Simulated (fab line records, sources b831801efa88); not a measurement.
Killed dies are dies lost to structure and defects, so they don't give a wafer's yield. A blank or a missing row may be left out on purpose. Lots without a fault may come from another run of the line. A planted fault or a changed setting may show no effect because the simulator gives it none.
Which tool did it? | flow sky130 | 11 lots, 33 wafers sampled, at 6 steps of a route of 708

WHAT THE GAUGES READ, wafer by wafer
SKY_POLY_GATE_OVL_MEAS_14. Usual: POLY_GATE_OVL -2 nm, standard deviation 6.2.
lot  | measured     | on         | POLY_GATE_OVL (nm) | flag
L492 | day 16 04:13 | overlay-02 | 3 10 -6            |
L493 | day 17 06:08 | overlay-01 | -4 0 0             |
L494 | day 17 22:59 | overlay-02 | -1 -13 -8          |
L496 | day 19 12:00 | overlay-02 | -10 -6 -8          |
L500 | day 20 07:59 | overlay-01 | 3 -6 -6            |
L498 | day 20 08:10 | overlay-02 | 6 -4 -4            |
L501 | day 20 08:20 | overlay-01 | 1 5 5              |
L503 | day 21 20:07 | overlay-01 | -7 -7 -5           |
L506 | day 22 22:45 | overlay-01 | 3 16 7             |
L509 | day 23 10:47 | overlay-02 | -4 -7 -2           |
L511 | day 23 23:12 | overlay-02 | 8 0 4              |

SKY_SD_P_CD_MEAS_07: target cd 380 nm. Usual: cd_nm 380 nm, standard deviation 3.3.
lot  | measured     | on        | cd_nm (nm)  | flag
L492 | day 25 02:56 | cd_sem-02 | 379 378 378 |
L493 | day 26 05:50 | cd_sem-01 | 384 384 384 |
L494 | day 26 22:39 | cd_sem-01 | 383 382 384 |
L496 | day 28 09:05 | cd_sem-02 | 382 379 379 |
L500 | day 29 05:34 | cd_sem-01 | 374 373 374 |
L498 | day 29 02:02 | cd_sem-01 | 382 382 383 |
L501 | day 29 05:52 | cd_sem-02 | 380 379 379 |
L503 | day 30 13:05 | cd_sem-02 | 382 381 384 |
L506 | day 31 13:34 | cd_sem-02 | - - -       | OFF
L509 | day 31 23:52 | cd_sem-01 | 375 375 375 |
L511 | day 32 11:22 | cd_sem-02 | 378 376 379 |

SKY_SD_P_TW_MEAS_11. Usual: SD_P_TW 2822, standard deviation 15.
lot  | measured     | on            | SD_P_TW        | flag
L492 | day 25 03:19 | film_metro-03 | 2850 2854 2849 |
L493 | day 26 06:15 | film_metro-03 | 2824 2844 2839 |
L494 | day 26 23:02 | film_metro-02 | 2815 2817 2820 |
L496 | day 28 09:30 | film_metro-03 | 2833 2828 2847 |
L500 | day 29 05:58 | film_metro-01 | 2806 2814 2814 |
L498 | day 29 02:25 | film_metro-03 | 2843 2839 2837 |
L501 | day 29 06:16 | film_metro-02 | 2817 2820 2824 |
L503 | day 30 13:30 | film_metro-01 | 2819 2813 2805 |
L506 | day 31 13:58 | film_metro-01 | 30 30 30       | OFF
L509 | day 32 00:16 | film_metro-01 | 2792 2796 2810 |
L511 | day 32 11:46 | film_metro-02 | 2828 2842 2816 |

WHICH TOOL RAN EACH LOT (tool, then ch and the chambers of the sampled wafers, then the start)
lot  | SKY_LDD_LDN_STRIP_12                 | SKY_POLY_CUT_ETCH_11               | SKY_SD_P_EXPOSE_04
L492 | plasma_asher-03 ch 0,1, day 22 13:20 | rie_diel-03 ch 0,2, day 23 21:50   | iline_stepper-01 ch 0, day 24 12:59
L493 | plasma_asher-01 ch 0,1, day 23 17:22 | rie_diel-03 ch 0,1,3, day 25 00:50 | iline_stepper-02 ch 0, day 25 14:59
L494 | plasma_asher-01 ch 0,1, day 24 10:35 | rie_diel-03 ch 0,2,3, day 25 18:20 | iline_stepper-02 ch 0, day 26 08:59
L496 | plasma_asher-03 ch 0,1, day 25 21:32 | rie_diel-02 ch 0,1,3, day 27 04:44 | iline_stepper-01 ch 0, day 27 19:43
L500 | plasma_asher-02 ch 0,1, day 26 17:50 | rie_diel-04 ch 0,1, day 28 01:11   | iline_stepper-01 ch 0, day 28 15:52
L498 | plasma_asher-03 ch 0,1, day 26 15:55 | rie_diel-04 ch 2,3, day 27 21:56   | iline_stepper-01 ch 0, day 28 12:28
L501 | plasma_asher-01 ch 0,1, day 26 18:25 | rie_diel-02 ch 0,1,3, day 28 01:35 | iline_stepper-01 ch 0, day 28 15:59
L503 | plasma_asher-03 ch 0,1, day 28 02:47 | rie_diel-03 ch 0,1,2, day 29 09:53 | iline_stepper-01 ch 0, day 30 00:11
L506 | plasma_asher-01 ch 0,1, day 29 04:14 | rie_diel-04 ch 0,1,3, day 30 09:41 | iline_stepper-02 ch 0, day 31 00:13
L509 | plasma_asher-03 ch 0,1, day 29 14:38 | rie_diel-04 ch 0,1,3, day 30 20:35 | iline_stepper-01 ch 0, day 31 10:23
L511 | plasma_asher-03 ch 0,1, day 30 01:34 | rie_diel-03 ch 1,2, day 31 08:32   | iline_stepper-01 ch 0, day 31 21:50
- SKY_LDD_LDN_STRIP_12: strips in O2/N2.
- SKY_POLY_CUT_ETCH_11: etches Si3N4 in CF4/CH2F2/Ar, stops on poly-Si, time 42.5 s, target depth 60 nm.
- SKY_SD_P_EXPOSE_04: exposes mask PSDM, target cd 380 nm.

WHAT THE TOOLS THEMSELVES READ (means of the sampled wafers that have a number; where no wafer has one, the mark that the record gives instead)
SKY_LDD_LDN_STRIP_12. Usual: drypump_motor_current_A 5.7 A, standard deviation 0.47; oes_product_au 0.716 a.u., standard deviation 0.0042; strip_time_to_endpoint_s 14.16 s, standard deviation 0.039.
lot  | tool            | drypump_motor_current_A (A) | oes_product_au (a.u.) | strip_time_to_endpoint_s (s) | flag
L492 | plasma_asher-03 | 5.9                         | 0.716                 | 14.18                        |
L493 | plasma_asher-01 | 5.4                         | 0.716                 | 14.15                        |
L494 | plasma_asher-01 | 5.4                         | 0.716                 | 14.20                        |
L496 | plasma_asher-03 | 5.9                         | 0.715                 | 14.19                        |
L500 | plasma_asher-02 | 5.2                         | 0.718                 | 14.16                        |
L498 | plasma_asher-03 | 6.1                         | 0.711                 | 14.12                        |
L501 | plasma_asher-01 | 5.4                         | 0.715                 | 14.18                        |
L503 | plasma_asher-03 | 6.1                         | 0.718                 | 14.23                        |
L506 | plasma_asher-01 | 5.3                         | 0.714                 | 14.17                        |
L509 | plasma_asher-03 | 5.9                         | 0.716                 | 14.15                        |
L511 | plasma_asher-03 | 6.1                         | 0.715                 | 14.17                        |

SKY_POLY_CUT_ETCH_11. Usual: drypump_motor_current_A 5.5 A, standard deviation 0.45; oes_product_au 0.825 a.u., standard deviation 0.0058; throttle_valve_pct 14.993 %, standard deviation 0.0086.
lot  | tool        | drypump_motor_current_A (A) | oes_product_au (a.u.) | throttle_valve_pct (%) | flag
L492 | rie_diel-03 | 5.5                         | 0.826                 | 14.996                 |
L493 | rie_diel-03 | 5.5                         | 0.825                 | 14.998                 |
L494 | rie_diel-03 | 5.8                         | 0.832                 | 14.994                 |
L496 | rie_diel-02 | 5.4                         | 0.826                 | 14.986                 |
L500 | rie_diel-04 | 5.8                         | 0.827                 | 14.994                 |
L498 | rie_diel-04 | 5.2                         | 0.824                 | 14.997                 |
L501 | rie_diel-02 | 5.4                         | 0.826                 | 15.000                 |
L503 | rie_diel-03 | 5.4                         | 0.824                 | 14.988                 |
L506 | rie_diel-04 | 5.8                         | 0.823                 | 14.999                 |
L509 | rie_diel-04 | 5.7                         | 0.827                 | 14.990                 |
L511 | rie_diel-03 | 5.7                         | 0.832                 | 14.986                 |

SKY_SD_P_EXPOSE_04. Usual: stage_vel_mm_s 500.04 mm/s, standard deviation 0.27.
lot  | tool             | stage_vel_mm_s (mm/s) | flag
L492 | iline_stepper-01 | 499.94                |
L493 | iline_stepper-02 | 499.82                |
L494 | iline_stepper-02 | 500.37                |
L496 | iline_stepper-01 | 499.84                |
L500 | iline_stepper-01 | 500.25                |
L498 | iline_stepper-01 | 500.05                |
L501 | iline_stepper-01 | 499.71                |
L503 | iline_stepper-01 | 500.34                |
L506 | iline_stepper-02 | 499.62                |
L509 | iline_stepper-01 | 500.05                |
L511 | iline_stepper-01 | 499.96                |

THE ANSWER, worked out from the rows above alone
Rule: a lot is off if the mean of its wafers that have a number lies more than 3 standard deviations from the usual mean. A lot without any number at a reading at which 4 lots or more have one is off too. The other lots that the step has rows for count as sound. The gauges are gone through in route order, then the tools' own readings, and for those a lot's mean is taken as printed above. The first step at which some lot is off is used, and at that step the reading that is off furthest; a lot without a number counts as furthest.
Off: L506, at SKY_SD_P_CD_MEAS_07 (cd_nm). Without a number there: L506.
A tool fits if, at a process step before that reading, it ran every lot that is off, and no sound lot after the first of them. The gauges at SKY_SD_P_CD_MEAS_07 aren't tried: what is off there is off at SKY_SD_P_TW_MEAS_11 too, on other tools, and a gauge's error can't cause that. Can't be told from this: 2 tools fit, plasma_asher-01 at SKY_LDD_LDN_STRIP_12, iline_stepper-02 at SKY_SD_P_EXPOSE_04.

WHAT THE SIMULATOR HAD PUT IN
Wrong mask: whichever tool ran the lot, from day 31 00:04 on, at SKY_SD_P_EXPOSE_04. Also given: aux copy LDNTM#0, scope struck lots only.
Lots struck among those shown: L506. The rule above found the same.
